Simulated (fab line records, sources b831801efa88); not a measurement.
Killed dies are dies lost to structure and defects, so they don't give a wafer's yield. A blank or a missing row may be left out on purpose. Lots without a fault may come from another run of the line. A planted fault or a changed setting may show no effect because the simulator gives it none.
One fault seen from 2 desks | flow sfq_line | each desk has only its own numbers; what lay behind them comes last

THE METROLOGY DESK
What the gauges read, lot by lot, whatever tool the lot ran on: means of the sampled wafers that have a number. A lot is out of limits, marked OUT, if its mean lies more than 4 standard deviations from the usual mean; the brackets give that distance.
Columns: A = L0V_OVL at SFQ_L0V_OVL_MEAS_903, usual -1 nm
lot  | first seen here | A
L914 | day 5 00:08     | -4
L918 | day 5 13:43     | 1
L923 | day 6 08:55     | -6
L924 | day 6 13:43     | 4
L935 | day 9 14:28     | 5
L936 | day 9 18:49     | -5
This desk's finding: nothing out of limits on any of the 6 lots.

THE TOOL OWNER'S DESK: krf_scanner-02
The tool's own readings at SFQ_TRILAYER_L0_VIA_LITHO_EXPOSE_014 (exposes mask L0V, target cd 700 nm): means of the sampled wafers that have a number, for each lot that ran on this tool. A lot is out of limits, marked OUT, if its mean lies more than 4 standard deviations from the usual mean; the brackets give that distance.
Columns: A = exposure_dose_mJ_cm2 at SFQ_TRILAYER_L0_VIA_LITHO_EXPOSE_014, usual 21.301
lot  | first seen here | A
L914 | day 4 22:38     | 21.294
L918 | day 5 12:13     | 21.283
L923 | day 6 07:37     | 21.263
L924 | day 6 12:25     | 21.328
L935 | day 9 12:58     | 21.281
L936 | day 9 17:19     | 21.286
This desk's finding: nothing out of limits on any of the 6 lots.

PUT TOGETHER
The metrology desk saw nothing out of limits.
The tool owner's desk saw nothing out of limits.

WHAT THE SIMULATOR HAD PUT IN
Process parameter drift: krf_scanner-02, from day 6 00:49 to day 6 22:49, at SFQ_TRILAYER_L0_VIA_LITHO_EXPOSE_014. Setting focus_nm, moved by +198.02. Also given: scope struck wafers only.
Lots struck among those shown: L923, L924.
